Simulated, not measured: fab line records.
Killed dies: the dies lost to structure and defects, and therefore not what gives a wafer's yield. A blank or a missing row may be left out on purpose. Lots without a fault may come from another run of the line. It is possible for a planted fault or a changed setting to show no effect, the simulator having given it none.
Struck lot and sound lot, side by side	flow sky130	32 out of 708 route steps
Sound: the wafers L535.2, L535.4, L535.5. Wafers L547.1, L547.2, L547.6 were the ones struck. The cause is given at the end.
At each step with rows: each side's tool, then ch and its chambers, then its first start. Under that, the readings that differ: sound wafers	struck wafers	difference of the means	sigmas: that difference in standard deviations of wafers without a fault.
alike: a reading whose means differ by less than 2 such deviations, as well as words and numbers matching on both sides. not compared: withheld readings; readings where some wafer has no value; bounds like >300 that might hide an equal value; numbers whose values overlap and for which the record gives no deviation.
A row with sigmas, a row that says differs or no value, or rows on one side alone: a step with any of these is where the two part. Numbers that have no deviation but don't overlap get no sigmas and don't part them. A reading missing from all wafers of one side parts the sides only when that side holds two or more wafers.

SKY_PWDE_OVL_MEAS_07:
  sound on overlay-01 at day 4 08:56; struck on overlay-02 at day 7 00:46
reading	sound	struck	difference	sigmas
PWDE_OVL (nm)	-4.0 -3.7 -3.1	2.4 2.5 2.4	+6.0	+3
after that, 1 step had no rows for these wafers: SKY_PWDE_IMPLANT_08.
SKY_PWDE_STRIP_09: strips in O2/N2.
  sound on plasmaAsher-02 ch 0,1, day 4 09:07; struck on plasmaAsher-02 ch 0,1, day 7 00:57
  alike: drypumpMotorCurrentA, n2FlowSccm, oesProductAu, stripTimeToEndpointS
  not compared: rfHoursCounterH
SKY_PWDE_TW_MEAS_10:
  sound on filmMetro-01 at day 4 09:13; struck on filmMetro-01 at day 7 01:04
  alike: PWDE_TW
then, 7 steps without rows for these wafers: SKY_NWELL_DEHYDRATE_03 (time 60 s); SKY_NWELL_HMDS_04 (prime time 60 s); SKY_NWELL_COAT_05 (resist thk 3000 nm); SKY_NWELL_SOFTBAKE_06; SKY_NWELL_EXPOSE_07 (exposes mask NWM, target cd 840 nm); SKY_NWELL_PEB_08; SKY_NWELL_DEVELOP_09 (develop time 61.01 s).
SKY_NWELL_OVL_MEAS_10:
  sound on overlay-01 at day 5 02:25; struck on overlay-02 at day 7 21:12
  alike: NWELL_00_OVL
SKY_NWELL_IMPLANT_11:
  sound on implanter-02 ch 0, day 5 02:28; struck on implanter-02 ch 0, day 7 21:14
reading	sound	struck	difference	sigmas
doseIonsCm2	1.9002e+13 1.898e+13 1.8989e+13	1.8389e+13 1.8429e+13 1.8417e+13	-5.7867e+11	-26
  alike: endStationPressureTorr
then, 2 steps without rows for these wafers: SKY_NWELL_IMPLANT_12; SKY_NWELL_IMPLANT_13.
SKY_NWELL_STRIP_14: strips in O2/N2.
  sound on plasmaAsher-04 ch 0,1, day 5 02:54; struck on plasmaAsher-03 ch 0,1, day 7 21:41
  alike: drypumpMotorCurrentA, n2FlowSccm, oesProductAu, stripTimeToEndpointS
  not compared: rfHoursCounterH
SKY_NWELL_TW_MEAS_15:
  sound on filmMetro-03 at day 5 03:01; struck on filmMetro-03 at day 7 21:47
  alike: NWELL_TW
then, 7 steps without rows for these wafers: SKY_NWELL_DEHYDRATE_16 (time 60 s); SKY_NWELL_HMDS_17 (prime time 60 s); SKY_NWELL_COAT_18 (resist thk 3000 nm); SKY_NWELL_SOFTBAKE_19; SKY_NWELL_EXPOSE_20 (exposes mask NWM COMPLEMENT, target cd 840 nm); SKY_NWELL_PEB_21; SKY_NWELL_DEVELOP_22 (develop time 60 s).
SKY_NWELL_OVL_MEAS_23:
  sound on overlay-01 at day 5 20:46; struck on overlay-02 at day 8 18:17
  alike: NWELL_01_OVL
after that, 1 step had no rows for these wafers: SKY_NWELL_IMPLANT_24.
SKY_NWELL_STRIP_25: strips in O2/N2.
  sound on plasmaAsher-01 ch 0,1, day 5 20:56; struck on plasmaAsher-03 ch 0,1, day 8 18:29
reading	sound	struck	difference	sigmas
drypumpMotorCurrentA (A)	5.14 5.09 5.07	5.40 5.79 5.81	+0.57	+2
n2FlowSccm (sccm)	299.5 298.2 297.9	299.6 300.9 300.8	+1.9	+2
  alike: oesProductAu, stripTimeToEndpointS
  not compared: rfHoursCounterH
SKY_NWELL_TW_MEAS_26:
  sound on filmMetro-04 at day 5 21:03; struck on filmMetro-03 at day 8 18:35
  alike: NWELL_2_TW
then, 1 step without rows for these wafers: SKY_NWELL_CLEAN_27 (cleans in SC1/SC2, time 155.1 s).
SKY_NWELL_RTA_28: time 30 s.
  sound on rtpAnneal-01 ch 0, day 5 21:10; struck on rtpAnneal-02 ch 0, day 8 18:41
  alike: chamberO2Ppm, lampPowerPct, wafer_temp_C_max
SKY_NWELL_RS_MEAS_29: a four-point-probe measurement.
  sound on filmMetro-03 at day 5 21:16; struck on filmMetro-01 at day 8 18:53
reading	sound	struck	difference	sigmas
NWELL_RS (ohm/sq)	625.4 626.9 624.6	633.8 633.6 633.8	+8.1	+6
-- the record jumps here: 41 days lie between the struck wafers' starts before and after (it left off in module NWELL and takes up again in module PAD_OPEN, whose first step shown is number 708 of the route) --
SKY_PAD_OPEN_PROBE_99:
  sound on prober-01 at day 46 22:16; struck on prober-01 at day 49 20:03
  alike: killed_at_M0_to_M3, killed_at_M4_up, killedAtContacts, killedAtFrontEnd, killedAtOther, killedDies, killedOpen, killedShort

WHERE THEY PART
Last at SKY_NWELL_RS_MEAS_29 as far as this record goes, first at SKY_PWDE_OVL_MEAS_07. Later steps at which nothing parts them and some readings are alike: SKY_PAD_OPEN_PROBE_99.

WHY: what the simulator had put in
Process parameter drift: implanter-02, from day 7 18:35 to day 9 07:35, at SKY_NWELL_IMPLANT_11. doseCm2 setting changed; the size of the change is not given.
